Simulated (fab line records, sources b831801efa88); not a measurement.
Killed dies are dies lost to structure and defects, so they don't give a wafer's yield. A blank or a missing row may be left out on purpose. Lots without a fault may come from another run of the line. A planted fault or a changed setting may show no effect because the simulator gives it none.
One fault seen from 2 desks | flow sky130 | each desk has only its own numbers; what lay behind them comes last

THE TOOL OWNER'S DESK: hdpcvd-02
The tool's own readings at SKY_CONTACT_HDPCVD_02 (deposits SiO2, target thk 565 nm, time 94.2 s): means of the sampled wafers that have a number, for each lot that ran on this tool. A lot is out of limits, marked OUT, if its mean lies more than 4 standard deviations from the usual mean; the brackets give that distance.
Columns: A = run_length_s at SKY_CONTACT_HDPCVD_02, usual 121.7 s; B = sih4_flow_sccm at SKY_CONTACT_HDPCVD_02, usual 59.99 sccm
lot  | first seen here | A              | B
L114 | day 30 03:45    | 121.9          | 59.96
L117 | day 31 12:11    | 121.9          | 60.11
L118 | day 31 20:40    | 121.7          | 59.98
L120 | day 32 05:26    | 122.2          | 60.43
L123 | day 33 09:39    | 121.8          | 59.93
L124 | day 33 18:14    | 97.4 (-41) OUT | 60.08
L126 | day 34 11:30    | 97.6 (-41) OUT | 60.06
L136 | day 37 18:41    | 121.9          | 59.93
This desk's finding: out of limits on L124, L126; first on L124, day 33 18:14 (run_length_s at SKY_CONTACT_HDPCVD_02). In limits: L114, L117, L118, L120, L123, L136.

THE METROLOGY DESK
What the gauges read, lot by lot, whatever tool the lot ran on: means of the sampled wafers that have a number. A lot is out of limits, marked OUT, if its mean lies more than 4 standard deviations from the usual mean; the brackets give that distance.
Columns: A = VT_ADJUST_HVTR_TW at SKY_VT_ADJUST_HVTR_TW_MEAS_11, usual 211.3; B = CONTACT_HDPCVD_THK at SKY_CONTACT_THK_MEAS_03, usual 564 nm; C = VIA1_BOW at SKY_VIA1_BOW_MEAS_03, usual 83 um
lot  | first seen here | A     | B             | C
L114 | day 9 09:48     | 211.2 | 557           | 81
L117 | day 10 10:52    | 210.2 | 564           | 87
L118 | day 10 17:36    | 211.7 | 563           | 85
L120 | day 11 03:38    | 211.7 | 569           | 79
L121 | day 11 11:31    | 212.3 | 560           | 82
L123 | day 12 00:21    | 212.0 | 560           | 90
L124 | day 12 08:56    | 210.8 | 421 (-24) OUT | 90
L125 | day 12 17:04    | 212.9 | 557           | 83
L126 | day 13 06:10    | 213.1 | 420 (-24) OUT | 86
L127 | day 13 12:06    | 211.8 | 565           | 80
L134 | day 15 17:11    | 212.1 | 562           | 87
L136 | day 16 02:58    | 210.6 | 571           | 87
This desk's finding: out of limits on L124, L126; first on L124, day 33 18:18 (CONTACT_HDPCVD_THK at SKY_CONTACT_THK_MEAS_03). In limits: L114, L117, L118, L120, L121, L123, L125, L127, L134, L136.

PUT TOGETHER
The tool owner's desk could have raised an alarm at day 33 18:14, on L124, L126.
The metrology desk could have raised an alarm at day 33 18:18, on L124, L126.
Of the lots named, all ran SKY_CONTACT_HDPCVD_02 on hdpcvd-02.

WHAT THE SIMULATOR HAD PUT IN
Process parameter drift: hdpcvd-02, from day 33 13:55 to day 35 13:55, at SKY_CONTACT_HDPCVD_02. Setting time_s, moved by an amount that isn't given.
Lots struck among those shown: L124, L126.
Hours from the fault's start to each desk's first reading out of limits: the tool owner's desk, 4; the metrology desk, 4.
